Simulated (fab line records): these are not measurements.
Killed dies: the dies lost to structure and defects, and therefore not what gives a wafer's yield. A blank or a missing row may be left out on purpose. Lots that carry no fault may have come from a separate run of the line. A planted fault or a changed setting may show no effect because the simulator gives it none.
Which tool is to blame?    flow gf180mcu    12 lots, 36 wafers sampled, at 5 steps of a route of 602

== WHAT EACH GAUGE READ, for each wafer ==
GF_V3_THK_MEAS_03. Usual: for V3_CVD_02_THK the level is 842 nm and the standard deviation is 14.
lot   measured      on             V3_CVD_02_THK (nm)  flag
L876  day 22 03:22  film_metro-02  814 826 838         
L878  day 22 17:20  film_metro-01  819 837 839         
L879  day 22 20:11  film_metro-01  838 852 839         
L881  day 23 13:11  film_metro-03  846 841 847         
L880  day 23 13:39  film_metro-02  855 859 854         
L882  day 24 00:32  film_metro-03  841 850 851         
L884  day 24 12:43  film_metro-03  847 866 855         
L885  day 24 20:18  film_metro-02  851 843 863         
L889  day 26 07:34  film_metro-03  835 852 854         
L892  day 27 03:28  film_metro-02  842 829 842         
L894  day 27 19:43  film_metro-02  822 847 839         
L897  day 28 17:26  film_metro-02  831 845 851         

GF_V3_THK_MEAS_25: measures by xrf. Usual: for V3_W_THK the level is 353 nm and the standard deviation is 5.2.
lot   measured      on             V3_W_THK (nm)  flag
L876  day 23 03:29  film_metro-01  360 354 356    
L878  day 23 17:52  film_metro-03  358 347 355    
L879  day 23 20:20  film_metro-01  353 354 354    
L881  day 24 12:25  film_metro-03  361 355 360    
L880  day 24 13:10  film_metro-03  356 346 359    
L882  day 25 00:05  film_metro-01  356 349 350    
L884  day 25 11:13  film_metro-02  356 365 359    
L885  day 25 22:09  film_metro-01  348 349 354    
L889  day 27 05:16  film_metro-01  353 361 344    
L892  day 28 00:36  film_metro-02  355 355 357    
L894  day 28 16:58  film_metro-02  351 350 349    
L897  day 29 13:22  film_metro-02  352 359 353    

GF_M4_RS_MEAS_05: measurement is done with a four-point probe. Usual: for M4_ALCU_RS the level is 0.0695 ohm/sq and the standard deviation is 0.00097.
lot   measured      on             M4_ALCU_RS (ohm/sq)   flag
L876  day 23 04:04  film_metro-02  0.0678 0.0697 0.0689  
L878  day 23 18:28  film_metro-04  0.0693 0.0696 0.0693  
L879  day 23 20:56  film_metro-03  0.0694 0.0695 0.0695  
L881  day 24 13:01  film_metro-02  0.0688 0.0690 0.0692  
L880  day 24 13:44  film_metro-02  0.0693 0.0696 0.0695  
L882  day 25 01:04  film_metro-03  0.0708 0.0704 0.0701  
L884  day 25 11:49  film_metro-03  0.0685 0.0687 0.0689  
L885  day 25 22:44  film_metro-02  0.0690 0.0684 0.0697  
L889  day 27 05:51  film_metro-03  0.0708 0.0721 0.0718  
L892  day 28 01:11  film_metro-03  0.1895 0.1892 0.1927  OFF
L894  day 28 17:34  film_metro-03  0.1917 0.2032 0.2037  OFF
L897  day 29 13:58  film_metro-02  0.0681 0.0690 0.0684  

GF_M4_THK_MEAS_06: measures by xrf. Usual: for M4_ALCU_THK the level is 444 nm and the standard deviation is 6.4.
lot   measured      on             M4_ALCU_THK (nm)  flag
L876  day 23 04:11  film_metro-02  457 443 449       
L878  day 23 18:35  film_metro-04  444 443 446       
L879  day 23 21:02  film_metro-03  445 443 446       
L881  day 24 13:07  film_metro-02  448 447 444       
L880  day 24 13:52  film_metro-02  444 441 444       
L882  day 25 01:11  film_metro-03  437 441 442       
L884  day 25 11:55  film_metro-03  451 449 451       
L885  day 25 22:51  film_metro-02  448 448 441       
L889  day 27 05:58  film_metro-03  438 429 431       
L892  day 28 01:18  film_metro-03  167 168 165       OFF
L894  day 28 17:40  film_metro-03  167 157 157       OFF
L897  day 29 14:04  film_metro-02  450 449 452       

== WHAT TOOL EACH LOT RAN ON (gives the tool, then ch and the chambers of the sampled wafers, and finally the start) ==
lot   GF_M4_SPUTTER_02
L876  pvd_sputter-03, day 23 03:58
L878  pvd_sputter-03, day 23 18:22
L879  pvd_sputter-04, day 23 20:49
L881  pvd_sputter-03, day 24 12:53
L880  pvd_sputter-02, day 24 13:39
L882  pvd_sputter-04, day 25 00:58
L884  pvd_sputter-04, day 25 11:41
L885  pvd_sputter-04, day 25 22:38
L889  pvd_sputter-02, day 27 05:44
L892  pvd_sputter-03, day 28 01:05
L894  pvd_sputter-03, day 28 17:26
L897  pvd_sputter-04, day 29 13:51
- GF_M4_SPUTTER_02: material AlCu, target thk 450 nm, time 23.9 s.

== AS READ BY THE TOOLS THEMSELVES (means over the sampled wafers that have a number; for cases with no such wafer, the mark the record gives instead) ==
GF_M4_SPUTTER_02. Usual: throttle_valve_pct reads 30.4 % (standard deviation 1.1).
lot   tool            throttle_valve_pct (%)  flag
L876  pvd_sputter-03  29.8                    
L878  pvd_sputter-03  30.5                    
L879  pvd_sputter-04  29.4                    
L881  pvd_sputter-03  30.1                    
L880  pvd_sputter-02  30.7                    
L882  pvd_sputter-04  29.3                    
L884  pvd_sputter-04  29.9                    
L885  pvd_sputter-04  30.6                    
L889  pvd_sputter-02  30.4                    
L892  pvd_sputter-03  30.4                    
L894  pvd_sputter-03  30.4                    
L897  pvd_sputter-04  30.7                    

== THE ANSWER, worked out from the rows above alone ==
Rule: a lot counts as off when the mean over its wafers that have a number is more than 3 standard deviations away from the usual mean. Also off: a lot with no number at a reading for which 4 or more lots have one. Any other lot the step has rows for is counted as sound. After the gauges, taken in route order, come the tools' own readings; for these a lot's mean is taken, as printed above. At the first step where some lot is off, the reading lying furthest off is the one used; lots without a number count as furthest.
Off: L892, L894, at GF_M4_RS_MEAS_05 (M4_ALCU_RS).
A tool fits if, at a process step before that reading, it ran every lot that is off, and no sound lot after the first of them. Gauges at GF_M4_RS_MEAS_05: tried the same way as those tools. Undecided on this evidence; 2 tools fit (pvd_sputter-03 at GF_M4_SPUTTER_02, film_metro-03 at GF_M4_RS_MEAS_05).

== WHAT HAD BEEN PUT IN BY THE SIMULATOR ==
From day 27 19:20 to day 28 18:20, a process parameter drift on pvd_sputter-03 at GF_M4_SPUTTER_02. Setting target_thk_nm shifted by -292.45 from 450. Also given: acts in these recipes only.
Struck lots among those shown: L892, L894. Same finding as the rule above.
